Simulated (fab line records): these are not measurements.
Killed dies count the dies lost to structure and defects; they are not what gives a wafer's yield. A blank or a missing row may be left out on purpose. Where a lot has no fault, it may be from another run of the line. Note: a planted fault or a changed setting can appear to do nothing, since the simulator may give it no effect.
Matching of chambers	flow gf180mcu	GF_CONTACT_CMP_04 on cmp-02 has 4 sister chambers
The step polishes SiO2. 4 wafers are shown with their chamber, then 7 later ones without.

## WAFERS PAIRED WITH THEIR CHAMBERS
wafer	chamber	motor-current-A (A)
L785.3	0	13.3
L785.6	1	11.6
L790.1	3	14.8
L790.2	2	13.2

## WAFERS MISSING THEIR CHAMBER
wafer	motor-current-A (A)
L790.5	11.6
L792.1	12.9
L792.2	12.6
L792.6	12.5
L796.2	12.6
L796.4	14.8
L796.6	15.6

## WHICH CHAMBER EACH ONE RAN IN
wafer	from the rows above	in truth
L790.5	1	1
L792.1	can't be placed: 2 or 0 or 1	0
L792.2	can't be placed: 2 or 0 or 1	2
L792.6	can't be placed: 2 or 0 or 1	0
L796.2	can't be placed: 2 or 0 or 1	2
L796.4	3	3
L796.6	3	3
3 of 7 placed correctly. Unplaceable from these rows: 4, with the true chamber sitting among the candidates in 4. 0 placed wrongly.
How it was worked out, from the rows above alone: a wafer's distance from a chamber is the root of the sum, over the readings, of the square of ((its reading less the chamber's mean) divided by the reading's scatter). If the next closest chamber is less than 2 further off than the closest, the wafer can't be placed; otherwise it belongs to the closest. The mean given for a chamber averages the wafers shown for that chamber. The scatter: root of mean squared gap, hidden wafer to nearest shown wafer, with one shown wafer a chamber.
